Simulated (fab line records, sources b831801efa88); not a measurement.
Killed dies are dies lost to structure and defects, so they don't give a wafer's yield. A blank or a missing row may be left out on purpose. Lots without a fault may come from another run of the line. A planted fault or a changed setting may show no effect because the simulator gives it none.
Which tool did it? | flow gf180mcu | 14 lots, 42 wafers sampled, at 5 steps of a route of 602

WHAT THE GAUGES READ, wafer by wafer
GF_STI_THK_MEAS_04.
lot  | measured    | on            | STI_CVD_03_THK (nm)
L830 | day 1 15:20 | film_metro-04 | 207.0 204.6 207.0
L832 | day 2 01:14 | film_metro-02 | 209.4 211.4 208.9
L833 | day 2 04:49 | film_metro-03 | 207.4 208.2 208.7
L835 | day 2 15:19 | film_metro-04 | 211.3 209.4 210.6
L837 | day 3 00:34 | film_metro-04 | 207.0 205.6 208.2
L838 | day 3 05:34 | film_metro-04 | 209.4 208.1 208.2
L839 | day 3 11:41 | film_metro-04 | 209.7 211.6 210.5
L840 | day 3 16:07 | film_metro-04 | 206.8 207.2 207.8
L841 | day 3 20:46 | film_metro-02 | 207.8 209.4 209.9
L843 | day 4 07:30 | film_metro-02 | 207.7 209.9 206.2
L846 | day 4 21:34 | film_metro-04 | 119.5 120.3 119.4 119.5 120.4 119.4
L847 | day 5 03:02 | film_metro-03 | 208.7 208.1 208.8
L848 | day 5 08:32 | film_metro-02 | 125.6 123.7 123.7 125.7 123.7 123.6
L853 | day 6 08:34 | film_metro-02 | 207.3 207.0 205.6

GF_VT_IMPLANT_OVL_MEAS_07.
lot  | measured     | on         | VT_IMPLANT_OVL (nm)
L830 | day 5 16:20  | overlay-02 | 0.1 0.5 0.8
L832 | day 6 04:43  | overlay-01 | 0.9 0.7 -0.4
L833 | day 6 10:41  | overlay-02 | 1.5 0.6 2.2
L835 | day 6 23:56  | overlay-01 | 0.4 -2.5 0.1
L837 | day 7 10:41  | overlay-01 | 0.7 0.7 0.2
L838 | day 7 15:56  | overlay-01 | 2.7 2.5 0.3
L839 | day 7 22:14  | overlay-01 | -1.8 0.3 -0.7
L840 | day 8 05:50  | overlay-02 | 2.9 -0.6 1.5
L841 | day 8 10:20  | overlay-02 | 1.4 -0.6 1.2
L843 | day 8 23:32  | overlay-01 | 1.3 1.6 1.5
L847 | day 9 23:11  | overlay-02 | 2.4 3.1 3.5
L853 | day 11 11:19 | overlay-02 | 1.3 -0.1 2.2

GF_VT_IMPLANT_TW_MEAS_10.
lot  | measured     | on            | VT_IMPLANT_TW
L830 | day 5 16:37  | film_metro-02 | 564 562 565
L832 | day 6 05:01  | film_metro-01 | 556 560 556
L833 | day 6 10:58  | film_metro-02 | 558 562 561
L835 | day 7 00:14  | film_metro-04 | 565 562 567
L837 | day 7 10:58  | film_metro-02 | 564 562 562
L838 | day 7 16:14  | film_metro-04 | 560 560 560
L839 | day 7 22:31  | film_metro-02 | 561 560 562
L840 | day 8 06:08  | film_metro-02 | 564 566 565
L841 | day 8 10:38  | film_metro-01 | 556 557 556
L843 | day 8 23:50  | film_metro-02 | 564 562 563
L847 | day 9 23:28  | film_metro-02 | 568 567 566
L853 | day 11 11:37 | film_metro-01 | 556 558 560

WHICH TOOL RAN EACH LOT (tool, then ch and the chambers of the sampled wafers, then the start)
lot  | GF_STI_CVD_03              | GF_STI_CMP_25
L830 | lpcvd-02 ch 1, day 1 13:22 | cmp-01 ch 1,3, day 2 04:17
L832 | lpcvd-01 ch 0, day 1 23:15 | cmp-01 ch 0,2,3, day 2 15:39
L833 | lpcvd-01 ch 1, day 2 02:49 | cmp-02 ch 0,2,3, day 2 19:28
L835 | lpcvd-01 ch 0, day 2 13:19 | cmp-02 ch 1,3, day 3 05:47
L837 | lpcvd-02 ch 0, day 2 22:34 | cmp-02 ch 1,2,3, day 3 15:02
L838 | lpcvd-02 ch 0, day 3 03:34 | cmp-01 ch 1,2,3, day 3 20:17
L839 | lpcvd-01 ch 1, day 3 09:41 | cmp-01 ch 0,1,2, day 4 02:11
L840 | lpcvd-01 ch 1, day 3 14:08 | cmp-01 ch 0,1,3, day 4 07:24
L841 | lpcvd-01 ch 0, day 3 18:47 | cmp-02 ch 1,2,3, day 4 11:58
L843 | lpcvd-02 ch 1, day 4 05:30 | cmp-02 ch 1,2,3, day 5 00:03
L846 | lpcvd-02 ch 0, day 4 19:34 | -
L847 | lpcvd-01 ch 0, day 5 01:02 | cmp-02 ch 1,2,3, day 5 20:01
L848 | lpcvd-02 ch 1, day 5 06:34 | -
L853 | lpcvd-01 ch 1, day 6 06:34 | cmp-02 ch 0,3, day 7 01:57
- GF_STI_CVD_03: deposits Si3N4 from DCS/NH3, target thk 207.16 nm, time 3551 s.
- GF_STI_CMP_25: polishes, stops on Si3N4, t overpolish 33 s, target thk 524.6 nm.

WHAT THE TOOLS THEMSELVES READ (means of the sampled wafers that have a number; where no wafer has one, the mark that the record gives instead)
GF_STI_CVD_03.
lot  | tool     | zone_power_top_pct (%)
L830 | lpcvd-02 | 24.8
L832 | lpcvd-01 | 29.6
L833 | lpcvd-01 | 24.5
L835 | lpcvd-01 | 29.4
L837 | lpcvd-02 | 31.0
L838 | lpcvd-02 | 31.2
L839 | lpcvd-01 | 24.5
L840 | lpcvd-01 | 25.0
L841 | lpcvd-01 | 29.6
L843 | lpcvd-02 | 24.6
L846 | lpcvd-02 | 31.1
L847 | lpcvd-01 | 29.3
L848 | lpcvd-02 | 24.6
L853 | lpcvd-01 | 24.6

GF_STI_CMP_25.
lot  | tool   | motor_current_A (A) | overpolish_run_s (s) | time_to_endpoint_s (s)
L830 | cmp-01 | 13.0                | 33.009               | 131
L832 | cmp-01 | 12.6                | 33.012               | 125
L833 | cmp-02 | 12.2                | 32.999               | 122
L835 | cmp-02 | 10.7                | 32.996               | 116
L837 | cmp-02 | 11.2                | 33.004               | 116
L838 | cmp-01 | 12.2                | 33.006               | 124
L839 | cmp-01 | 12.1                | 32.999               | 116
L840 | cmp-01 | 12.7                | 33.002               | 116
L841 | cmp-02 | 10.7                | 32.997               | 112
L843 | cmp-02 | 11.4                | 33.007               | 113
L847 | cmp-02 | 11.0                | 32.999               | 115
L853 | cmp-02 | 12.7                | 32.998               | 110

THE ANSWER, worked out from the rows above alone
Rule: what is usual is taken from the lots themselves. Put in order of their means at a reading, lots are off if they are a third of the lots or fewer, leave a main group of 4 or more, and stand apart from it by a gap of 3 or more times the standard deviation of the main group's means; of several such gaps the widest counts. A main group whose means are all the same, to the digits that the tables above print for the reading, isn't used. A lot without any number at a reading at which 4 lots or more have one is off too. The other lots that the step has rows for count as sound. The gauges are gone through in route order, then the tools' own readings, and for those a lot's mean is taken as printed above. The first step at which some lot is off is used, and at that step the reading that is off furthest; a lot without a number counts as furthest.
Off: L846, L848, at GF_STI_THK_MEAS_04 (STI_CVD_03_THK). The main group: mean 208.3 nm, standard deviation 1.4.
A tool fits if, at a process step before that reading, it ran every lot that is off, and no sound lot after the first of them. The gauges at GF_STI_THK_MEAS_04 are tried like those tools. One fits: lpcvd-02 at GF_STI_CVD_03. Its last sound lot is L843 (day 4 05:30), its first lot that is off L846 (day 4 19:34): a fault that began between those two fits.

WHAT THE SIMULATOR HAD PUT IN
Process parameter drift: lpcvd-02, from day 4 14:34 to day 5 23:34, at GF_STI_CVD_03. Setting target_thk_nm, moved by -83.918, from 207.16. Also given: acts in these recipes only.
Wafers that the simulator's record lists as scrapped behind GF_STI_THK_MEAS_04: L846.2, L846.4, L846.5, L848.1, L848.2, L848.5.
Lots struck among those shown: L846, L848. The rule above found the same.
